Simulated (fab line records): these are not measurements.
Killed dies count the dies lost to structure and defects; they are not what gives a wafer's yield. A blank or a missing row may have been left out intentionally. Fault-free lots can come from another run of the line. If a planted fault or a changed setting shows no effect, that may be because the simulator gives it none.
fab line records -- flow gf180mcu
record lots=13, wafers=39, lastDay=34
route steps=602 shown V1@357 M2@362 M3@424
lots that met no fault: from a run of the same line without faults
startH: the number of hours between the record's first day and the start of the first shown wafer of the lot -- waitH: time in hours since the lot's previous step -- " identical to the entry in the row above -- L1.1+2: several wafers, shown together as one row -- - value missing, or start not given -- * or withheld: withheld -- < > ~ a bound
route shown NAME@n: a module of which the file shows steps, and the number in the route of the first -- usual: mean/standard deviation taken from wafers without a fault -- same: alike in all rows -- chamber/n: place in a boat -- sites: per-site readings -- _std_site: the standard deviation of these -- _edge_site: mean of outer sites minus mean of inner sites -- radiusMm: how far each site lies from the wafer's centre -- mask NAME#n: copy n -- behind: the tool/chamber that last shaped the wafer -- hold: the reason the lot was held/the length of the hold in hours/how it ended -- device: the transistor (n, p or np) that didn't switch -- end of line: tests of these same wafers at the route's end -- a step with no rows: only its recipe -- killed: not the wafer's yield, but the dies lost to structure and defects at the first sort -- map: a wafer's dies, marking killed ones x, the rest . and places with no die _
set.NAME: the run value of the setting; set.NAME@STEP: its run value at that earlier step -- model.NAME: the simulator's own value behind a step, which no gauge read
a sample of lots followed through the steps of the route, with each step as a table and each wafer as a row
services: the hour from which a tool's chamber was out of use, counted from the record's first day as startH (under 0 if before that day), plus the number of hours and why
## steps
# step GF_V1_SPUTTER_22
# recipe material=TiN, targetThkNm=10, chamberPressurePa=5, powerW=4000, timeS=40
# usual chamberPressurePa=5.001/0.0093, throttleValvePct=30.1/1.2
lot.wafer,tool,chamber,startH,waitH,chamberPressurePa,throttleValvePct
L947.1,pvdSputter-01,-,413.20,0.0,4.998,29.2
L947.5,pvdSputter-01,-,413.20,0.0,4.999,29.7
L947.6,pvdSputter-01,-,413.20,0.0,4.988,28.1
L949.1,pvdSputter-01,-,429.26,0.0,4.992,30.9
L949.3,pvdSputter-01,-,429.26,0.0,5.012,30.0
L949.6,pvdSputter-01,-,429.26,0.0,5.007,29.3
L951.1,pvdSputter-02,-,454.28,0.0,4.998,31.7
L951.3,pvdSputter-02,-,454.28,0.0,5.004,31.4
L951.6,pvdSputter-02,-,454.28,0.0,4.996,31.9
L950.1,pvdSputter-04,-,454.91,0.0,5.004,30.5
L950.3,pvdSputter-04,-,454.91,0.0,4.996,30.6
L950.5,pvdSputter-04,-,454.91,0.0,4.997,30.6
L952.1,pvdSputter-02,-,466.80,0.0,5.005,31.6
L952.5,pvdSputter-02,-,466.80,0.0,4.995,31.9
L952.6,pvdSputter-02,-,466.80,0.0,4.998,29.5
L953.3,pvdSputter-02,-,475.98,0.0,4.997,30.1
L953.4,pvdSputter-02,-,475.98,0.0,5.008,30.3
L953.5,pvdSputter-02,-,475.98,0.0,4.994,31.3
L960.1,pvdSputter-01,-,530.62,0.0,5.011,29.0
L960.2,pvdSputter-01,-,530.62,0.0,5.011,28.2
L960.6,pvdSputter-01,-,530.62,0.0,4.994,28.2
L962.2,pvdSputter-04,-,551.35,0.0,5.010,30.5
L962.3,pvdSputter-04,-,551.35,0.0,4.996,27.3
L962.4,pvdSputter-04,-,551.35,0.0,5.023,29.3
L963.3,pvdSputter-04,-,554.15,0.0,4.999,30.7
L963.5,pvdSputter-04,-,554.15,0.0,4.992,27.3
L963.6,pvdSputter-04,-,554.15,0.0,4.997,30.7
L965.1,pvdSputter-01,-,567.28,0.0,5.008,30.8
L965.2,pvdSputter-01,-,567.28,0.0,5.004,29.2
L965.5,pvdSputter-01,-,567.28,0.0,5.005,30.0
L966.1,pvdSputter-04,-,580.76,0.0,4.997,30.7
L966.3,pvdSputter-04,-,580.76,0.0,5.006,30.9
L966.4,pvdSputter-04,-,580.76,0.0,4.994,27.2
L967.1,pvdSputter-01,-,584.87,0.0,4.994,30.9
L967.3,pvdSputter-01,-,584.87,0.0,4.979,29.3
L967.4,pvdSputter-01,-,584.87,0.0,5.016,28.1
L970.1,pvdSputter-01,-,604.96,0.0,4.997,30.1
L970.5,pvdSputter-01,-,604.96,0.0,4.990,29.2
L970.6,pvdSputter-01,-,604.96,0.0,4.996,30.9
# step GF_M2_SPUTTER_00
# recipe material=Ti, targetThkNm=37.5, arrivingIonEnergyEv=80, substrateTempC=200, chamberPressurePa=2, powerW=4000, timeS=150
# usual chamberPressurePa=2.000/0.004, throttleValvePct=29.7/1
lot.wafer,tool,chamber,startH,waitH,chamberPressurePa,throttleValvePct
L947.1,pvdSputter-03,-,413.83,0.1,2.009,30.5
L947.5,pvdSputter-03,-,413.83,0.1,1.997,30.2
L947.6,pvdSputter-03,-,413.83,0.1,2.001,30.1
L949.1,pvdSputter-03,-,429.89,0.2,2.002,30.7
L949.3,pvdSputter-03,-,429.89,0.2,2.006,30.6
L949.6,pvdSputter-03,-,429.89,0.2,2.005,30.4
L951.1,pvdSputter-03,-,454.91,0.1,2.001,30.7
L951.3,pvdSputter-03,-,454.91,0.1,1.999,30.7
L951.6,pvdSputter-03,-,454.91,0.1,2.002,30.3
L950.1,pvdSputter-01,-,455.54,0.1,2.002,29.8
L950.3,pvdSputter-01,-,455.54,0.1,2.001,29.0
L950.5,pvdSputter-01,-,455.54,0.1,1.999,28.1
L952.1,pvdSputter-04,-,467.46,0.1,1.996,27.1
L952.5,pvdSputter-04,-,467.46,0.1,1.998,30.9
L952.6,pvdSputter-04,-,467.46,0.1,2.002,29.6
L953.3,pvdSputter-01,-,476.61,0.1,2.011,28.2
L953.4,pvdSputter-01,-,476.61,0.1,1.998,29.4
L953.5,pvdSputter-01,-,476.61,0.1,2.004,28.4
L960.1,pvdSputter-03,-,531.36,0.2,2.196,27.3
L960.2,pvdSputter-03,-,531.36,0.2,2.196,29.2
L960.6,pvdSputter-03,-,531.36,0.2,2.193,29.1
L962.2,pvdSputter-03,-,551.98,0.1,2.202,29.4
L962.3,pvdSputter-03,-,551.98,0.1,2.188,28.8
L962.4,pvdSputter-03,-,551.98,0.1,2.197,27.7
L963.3,pvdSputter-01,-,554.78,0.2,2.008,29.1
L963.5,pvdSputter-01,-,554.78,0.2,2.005,29.2
L963.6,pvdSputter-01,-,554.78,0.2,1.997,30.9
L965.1,pvdSputter-01,-,567.91,0.2,2.003,28.2
L965.2,pvdSputter-01,-,567.91,0.2,2.003,28.8
L965.5,pvdSputter-01,-,567.91,0.2,1.999,31.0
L966.1,pvdSputter-01,-,581.39,0.1,1.995,28.1
L966.3,pvdSputter-01,-,581.39,0.1,2.005,30.6
L966.4,pvdSputter-01,-,581.39,0.1,2.001,29.5
L967.1,pvdSputter-01,-,585.50,0.1,1.994,31.1
L967.3,pvdSputter-01,-,585.50,0.1,1.996,28.2
L967.4,pvdSputter-01,-,585.50,0.1,2.001,29.5
L970.1,pvdSputter-04,-,605.59,0.1,2.000,29.5
L970.5,pvdSputter-04,-,605.59,0.1,2.000,29.5
L970.6,pvdSputter-04,-,605.59,0.1,1.999,30.7
# step GF_M2_SPUTTER_01
# recipe material=TiN, targetThkNm=30, powerW=6500, timeS=25, chamberPressurePa=0.4
# usual chamberPressurePa=0.3999/0.00074, throttleValvePct=29.7/1
lot.wafer,tool,chamber,startH,waitH,chamberPressurePa,throttleValvePct
L947.1,pvdSputter-03,-,413.93,0.1,0.3993,30.8
L947.5,pvdSputter-03,-,413.93,0.1,0.3987,30.6
L947.6,pvdSputter-03,-,413.93,0.1,0.4009,30.2
L949.1,pvdSputter-03,-,429.99,0.1,0.3999,30.4
L949.3,pvdSputter-03,-,429.99,0.1,0.3998,30.7
L949.6,pvdSputter-03,-,429.99,0.1,0.4005,30.6
L951.1,pvdSputter-03,-,455.01,0.1,0.3995,30.4
L951.3,pvdSputter-03,-,455.01,0.1,0.3987,30.6
L951.6,pvdSputter-03,-,455.01,0.1,0.4013,30.3
L950.1,pvdSputter-01,-,455.64,0.1,0.4004,30.1
L950.3,pvdSputter-01,-,455.64,0.1,0.3996,29.2
L950.5,pvdSputter-01,-,455.64,0.1,0.3993,28.0
L952.1,pvdSputter-04,-,467.56,0.1,0.4000,27.3
L952.5,pvdSputter-04,-,467.56,0.1,0.4001,30.7
L952.6,pvdSputter-04,-,467.56,0.1,0.4011,29.3
L953.3,pvdSputter-01,-,476.71,0.1,0.4002,28.1
L953.4,pvdSputter-01,-,476.71,0.1,0.4002,29.1
L953.5,pvdSputter-01,-,476.71,0.1,0.3995,28.3
L960.1,pvdSputter-03,-,531.46,0.1,0.3995,28.8
L960.2,pvdSputter-03,-,531.46,0.1,0.3991,30.7
L960.6,pvdSputter-03,-,531.46,0.1,0.3992,30.6
L962.2,pvdSputter-03,-,552.08,0.1,0.3993,30.4
L962.3,pvdSputter-03,-,552.08,0.1,0.3987,30.2
L962.4,pvdSputter-03,-,552.08,0.1,0.4001,29.0
L963.3,pvdSputter-01,-,554.88,0.1,0.3998,29.4
L963.5,pvdSputter-01,-,554.88,0.1,0.4006,28.9
L963.6,pvdSputter-01,-,554.88,0.1,0.3990,30.9
L965.1,pvdSputter-01,-,568.01,0.1,0.3985,28.1
L965.2,pvdSputter-01,-,568.01,0.1,0.4012,28.9
L965.5,pvdSputter-01,-,568.01,0.1,0.3980,30.9
L966.1,pvdSputter-01,-,581.49,0.1,0.4007,28.5
L966.3,pvdSputter-01,-,581.49,0.1,0.3990,31.0
L966.4,pvdSputter-01,-,581.49,0.1,0.3990,29.2
L967.1,pvdSputter-01,-,585.60,0.1,0.3988,31.0
L967.3,pvdSputter-01,-,585.60,0.1,0.4001,28.1
L967.4,pvdSputter-01,-,585.60,0.1,0.4006,29.2
L970.1,pvdSputter-04,-,605.69,0.1,0.4015,29.8
L970.5,pvdSputter-04,-,605.69,0.1,0.4008,29.5
L970.6,pvdSputter-04,-,605.69,0.1,0.4005,30.7
# step GF_M3_OVL_MEAS_15
# usual M3_OVL=3/4.7
lot.wafer,tool,chamber,startH,waitH,M3_OVL[nm]
L947.1,overlay-01,-,490.40,0.1,5
L947.5,overlay-01,-,490.40,0.1,6
L947.6,overlay-01,-,490.40,0.1,4
L949.1,overlay-02,-,506.30,0.1,13
L949.3,overlay-02,-,506.30,0.1,11
L949.6,overlay-02,-,506.30,0.1,5
L951.1,overlay-01,-,528.70,0.1,2
L951.3,overlay-01,-,528.70,0.1,7
L951.6,overlay-01,-,528.70,0.1,2
L950.1,overlay-02,-,529.59,0.1,-4
L950.3,overlay-02,-,529.59,0.1,3
L950.5,overlay-02,-,529.59,0.1,1
L952.1,overlay-01,-,540.92,0.1,1
L952.5,overlay-01,-,540.92,0.1,-5
L952.6,overlay-01,-,540.92,0.1,0
L953.3,overlay-01,-,550.51,0.1,18
L953.4,overlay-01,-,550.51,0.1,6
L953.5,overlay-01,-,550.51,0.1,6
L960.1,overlay-02,-,600.55,0.1,3
L960.2,overlay-02,-,600.55,0.1,-7
L960.6,overlay-02,-,600.55,0.1,0
L962.2,overlay-01,-,619.16,0.1,-6
L962.3,overlay-01,-,619.16,0.1,7
L962.4,overlay-01,-,619.16,0.1,2
L963.3,overlay-02,-,622.85,0.1,2
L963.5,overlay-02,-,622.85,0.1,4
L963.6,overlay-02,-,622.85,0.1,4
L965.1,overlay-01,-,635.72,0.1,7
L965.2,overlay-01,-,635.72,0.1,-4
L965.5,overlay-01,-,635.72,0.1,6
L966.1,overlay-01,-,646.27,0.1,6
L966.3,overlay-01,-,646.27,0.1,-1
L966.4,overlay-01,-,646.27,0.1,3
L967.1,overlay-01,-,651.69,0.1,6
L967.3,overlay-01,-,651.69,0.1,6
L967.4,overlay-01,-,651.69,0.1,18
L970.1,overlay-02,-,669.27,0.1,-3
L970.5,overlay-02,-,669.27,0.1,-6
L970.6,overlay-02,-,669.27,0.1,-6
## services
tool,chamber,startH,hours,kind
pvdSputter-03,-,417.47,10.6,repair
pvdSputter-04,-,566.72,5.2,repair
pvdSputter-02,-,579.16,1.7,repair
pvdSputter-03,-,586.59,6.1,repair
## key
firstSign step=GF_M2_SPUTTER_00, reading=chamberPressurePa, direction=up, sigmas=48, usual=2.000, struck=2.195
effect none on later readings
metAt GF_M2_SPUTTER_00
struckLots L960,L962
notActingAt GF_V1_SPUTTER_22,GF_M2_SPUTTER_01,GF_M3_OVL_MEAS_15
onsetBetween 454.91 531.36
fault kind=processParameterDrift, tool=pvdSputter-03, chamber=-, onsetH=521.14, steps=GF_M2_SPUTTER_00, channel=chamberPressurePa, offset=0.1977, shape=step, endH=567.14, actsIn=theseRecipesOnly, stated=2
